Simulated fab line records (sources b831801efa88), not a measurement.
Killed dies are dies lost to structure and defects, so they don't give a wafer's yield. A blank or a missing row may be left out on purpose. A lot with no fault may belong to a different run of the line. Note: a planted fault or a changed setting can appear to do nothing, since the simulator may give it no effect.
Matching of chambers / flow sky130 / cmp-02 running SKY_LI_CONTACT_CMP_24: 4 sister chambers
The step polishes, stops on PSG, t overpolish 20 s, target thk 0 nm. 4 wafers are shown with their chamber, then 11 later ones without.

EACH WAFER AND ITS CHAMBER
wafer=L086.2; chamber=2; motor-current-A (A)=10.8
wafer=L087.2; chamber=1; motor-current-A (A)=11.6
wafer=L087.5; chamber=3; motor-current-A (A)=11.2
wafer=L088.1; chamber=0; motor-current-A (A)=9.5

WAFERS MISSING THEIR CHAMBER
wafer=L088.3; motor-current-A (A)=10.5
wafer=L088.4; motor-current-A (A)=11.4
wafer=L094.1; motor-current-A (A)=9.2
wafer=L094.2; motor-current-A (A)=11.9
wafer=L094.6; motor-current-A (A)=8.8
wafer=L095.1; motor-current-A (A)=9.3
wafer=L095.2; motor-current-A (A)=11.2
wafer=L095.3; motor-current-A (A)=11.6
wafer=L097.3; motor-current-A (A)=9.4
wafer=L097.4; motor-current-A (A)=11.0
wafer=L097.5; motor-current-A (A)=10.7

CHAMBER TAKEN BY EACH
wafer=L088.3; from the rows above=can't be placed: 2 or 3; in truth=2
wafer=L088.4; from the rows above=can't be placed: 1 or 3 or 2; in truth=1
wafer=L094.1; from the rows above=0; in truth=0
wafer=L094.2; from the rows above=can't be placed: 1 or 3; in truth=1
wafer=L094.6; from the rows above=0; in truth=0
wafer=L095.1; from the rows above=0; in truth=0
wafer=L095.2; from the rows above=can't be placed: 3 or 2 or 1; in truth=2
wafer=L095.3; from the rows above=can't be placed: 1 or 3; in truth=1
wafer=L097.3; from the rows above=0; in truth=0
wafer=L097.4; from the rows above=can't be placed: 2 or 3 or 1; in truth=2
wafer=L097.5; from the rows above=can't be placed: 2 or 3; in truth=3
Correctly placed: 4 of 11. Not placeable from these rows: 7 (in 7, the candidates include the true chamber). Number placed wrongly: 0.
How it was worked out, from the rows above alone: a wafer's distance from a chamber is the root of the sum, over the readings, of the square of ((its reading less the chamber's mean) divided by the reading's scatter). The wafer belongs to the nearest chamber; if the next one is less than 2 further off, it can't be placed. Each chamber's mean is taken over the wafers shown for it. The scatter: root of mean squared gap, hidden wafer to nearest shown wafer, with one shown wafer a chamber.
